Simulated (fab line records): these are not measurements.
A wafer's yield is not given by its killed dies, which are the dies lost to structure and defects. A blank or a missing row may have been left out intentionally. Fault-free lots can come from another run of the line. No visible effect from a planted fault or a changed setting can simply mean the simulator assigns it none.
Which tool was responsible? ; flow gf180mcu ; Sampling: 13 lots, 37 wafers, 6 of 602 route steps

== WHAT THE GAUGES READ, wafer by wafer ==
GF_V3_THK_MEAS_01. Usual: for V3_CVD_00_THK the level is 600 nm and the standard deviation is 5.6.
lot;measured;on;V3_CVD_00_THK (nm);flag
L758;day 21 09:52;film_metro-02;601 600;
L759;day 21 18:36;film_metro-01;599 600 604;
L760;day 22 05:41;film_metro-01;607 597 597;
L761;day 22 12:29;film_metro-04;605 604 604;
L764;day 23 17:26;film_metro-02;1210 1208 1212;OFF
L767;day 24 16:38;film_metro-04;1194 1184 1195;OFF
L773;day 26 12:36;film_metro-02;598 595 593;
L774;day 26 16:31;film_metro-04;596 598 600;
L776;day 27 11:39;film_metro-01;610 599 605;
L777;day 27 18:14;film_metro-04;605 604 598;
L778;day 28 01:52;film_metro-04;609 613;
L779;day 28 04:50;film_metro-01;605 601 605;
L781;day 28 20:28;film_metro-01;593 602 601;

GF_V3_BOW_MEAS_05. Usual: for V3_BOW the level is 120 um and the standard deviation is 9.8.
lot;measured;on;V3_BOW (um);flag
L758;day 21 10:21;film_metro-02;121 106;
L759;day 21 19:06;film_metro-02;105 104 108;
L760;day 22 06:11;film_metro-04;108 117 105;
L761;day 22 12:59;film_metro-04;120 104 112;
L764;day 23 17:55;film_metro-04;138 148 146;
L767;day 24 17:08;film_metro-04;156 152 151;OFF
L773;day 26 13:05;film_metro-01;120 111 124;
L774;day 26 17:17;film_metro-04;121 125 113;
L776;day 27 12:09;film_metro-02;116 124 117;
L777;day 27 18:46;film_metro-01;116 128 116;
L778;day 28 02:21;film_metro-04;116 117;
L779;day 28 05:20;film_metro-02;106 107 104;
L781;day 28 20:59;film_metro-01;119 129 111;

== TOOL THAT RAN EACH LOT (tool first, then ch and the chambers of the sampled wafers, then the start) ==
lot;GF_V2_SPUTTER_21;GF_V2_CVD_23;GF_M3_SPUTTER_01;GF_V3_CVD_00
L758;pvd_sputter-03, day 20 07:40;cvd_w-02 ch 0,1, day 20 07:46;pvd_sputter-04, day 20 08:28;hdpcvd-02 ch 0, day 21 09:47
L759;pvd_sputter-02, day 20 16:22;cvd_w-02 ch 0, day 20 16:31;pvd_sputter-04, day 20 17:17;hdpcvd-02 ch 0,2, day 21 18:31
L760;pvd_sputter-02, day 21 04:32;cvd_w-01 ch 0,1, day 21 04:40;pvd_sputter-02, day 21 05:20;hdpcvd-02 ch 0,1,2, day 22 05:35
L761;pvd_sputter-03, day 21 09:58;cvd_w-02 ch 0,1, day 21 10:04;pvd_sputter-02, day 21 11:03;hdpcvd-02 ch 1,2, day 22 12:25
L764;pvd_sputter-02, day 22 16:01;cvd_w-02 ch 0,1, day 22 16:07;pvd_sputter-01, day 22 16:49;hdpcvd-01 ch 0,1,2, day 23 17:04
L767;pvd_sputter-02, day 23 16:28;cvd_w-02 ch 0,1, day 23 16:34;pvd_sputter-04, day 23 17:15;hdpcvd-02 ch 0,1,2, day 24 16:20
L773;pvd_sputter-02, day 25 13:46;cvd_w-01 ch 0,1, day 25 13:52;pvd_sputter-02, day 25 14:34;hdpcvd-01 ch 0,1, day 26 12:31
L774;pvd_sputter-02, day 25 17:49;cvd_w-01 ch 0,1, day 25 17:55;pvd_sputter-04, day 25 18:37;hdpcvd-01 ch 0,1, day 26 16:25
L776;pvd_sputter-01, day 26 13:17;cvd_w-02 ch 0,1, day 26 13:23;pvd_sputter-02, day 26 14:05;hdpcvd-01 ch 0,1,2, day 27 11:34
L777;pvd_sputter-01, day 26 20:26;cvd_w-01 ch 0,1, day 26 20:32;pvd_sputter-01, day 26 21:13;hdpcvd-01 ch 0,1,2, day 27 18:10
L778;pvd_sputter-01, day 27 03:44;cvd_w-01 ch 1, day 27 03:50;pvd_sputter-04, day 27 04:31;hdpcvd-01 ch 0,1, day 28 01:47
L779;pvd_sputter-03, day 27 07:35;cvd_w-01 ch 0,1, day 27 07:43;pvd_sputter-01, day 27 08:23;hdpcvd-01 ch 0,1, day 28 04:44
L781;pvd_sputter-01, day 27 23:18;cvd_w-02 ch 0,1, day 27 23:27;pvd_sputter-02, day 28 00:06;hdpcvd-02 ch 0,1,2, day 28 20:22
- GF_V2_SPUTTER_21: material Ti, target thk 15 nm, time 80.02 s.
- GF_V2_CVD_23: deposits W, target thk 350 nm, time 104.94 s.
- GF_M3_SPUTTER_01: material TiN, target thk 30 nm, time 25 s.
- GF_V3_CVD_00: deposits SiO2, target thk 600 nm, time 100 s.

== AS READ BY THE TOOLS THEMSELVES (means over the sampled wafers that have a number; for cases with no such wafer, the mark the record gives instead) ==
GF_V2_SPUTTER_21. Usual: substrate_temp_c 200.02 C, standard deviation 0.17; throttle_valve_pct 29.5 %, standard deviation 1.2.
lot;tool;substrate_temp_c (C);throttle_valve_pct (%);flag
L758;pvd_sputter-03;199.75;30.0;
L759;pvd_sputter-02;200.28;29.5;
L760;pvd_sputter-02;200.01;29.5;
L761;pvd_sputter-03;199.88;29.7;
L764;pvd_sputter-02;199.89;29.4;
L767;pvd_sputter-02;200.11;29.3;
L773;pvd_sputter-02;199.92;29.2;
L774;pvd_sputter-02;200.12;29.2;
L776;pvd_sputter-01;200.04;29.9;
L777;pvd_sputter-01;200.08;29.0;
L778;pvd_sputter-01;199.92;30.3;
L779;pvd_sputter-03;200.10;28.8;
L781;pvd_sputter-01;200.16;30.5;

GF_V2_CVD_23. Usual: heater_power_w 778 W, standard deviation 71.
lot;tool;heater_power_w (W);flag
L758;cvd_w-02;703;
L759;cvd_w-02;710;
L760;cvd_w-01;829;
L761;cvd_w-02;707;
L764;cvd_w-02;702;
L767;cvd_w-02;697;
L773;cvd_w-01;833;
L774;cvd_w-01;843;
L776;cvd_w-02;701;
L777;cvd_w-01;853;
L778;cvd_w-01;880;
L779;cvd_w-01;849;
L781;cvd_w-02;710;

GF_M3_SPUTTER_01. Usual: throttle_valve_pct 30.1 %, standard deviation 1.3.
lot;tool;throttle_valve_pct (%);flag
L758;pvd_sputter-04;31.4;
L759;pvd_sputter-04;31.1;
L760;pvd_sputter-02;29.5;
L761;pvd_sputter-02;29.0;
L764;pvd_sputter-01;29.9;
L767;pvd_sputter-04;31.1;
L773;pvd_sputter-02;28.8;
L774;pvd_sputter-04;31.8;
L776;pvd_sputter-02;29.6;
L777;pvd_sputter-01;27.8;
L778;pvd_sputter-04;31.5;
L779;pvd_sputter-01;30.4;
L781;pvd_sputter-02;29.2;

== THE ANSWER, worked out from the rows above alone ==
Rule: a lot is off if the mean of its wafers that have a number lies more than 3 standard deviations from the usual mean. Also off: a lot with no number at a reading for which 4 or more lots have one. Any other lot the step has rows for is counted as sound. The gauges are gone through in route order, then the tools' own readings, and for those a lot's mean is taken as printed above. The first step at which some lot is off is used, and at that step the reading that is off furthest; a lot without a number counts as furthest.
Off: L764, L767, seen at GF_V3_THK_MEAS_01 (V3_CVD_00_THK).
A tool fits if, at a process step before that reading, it ran every lot that is off, and no sound lot after the first of them. The gauges at GF_V3_THK_MEAS_01 are tried like those tools. No candidate that was tried fits.

== WHAT WAS PUT IN BY THE SIMULATOR ==
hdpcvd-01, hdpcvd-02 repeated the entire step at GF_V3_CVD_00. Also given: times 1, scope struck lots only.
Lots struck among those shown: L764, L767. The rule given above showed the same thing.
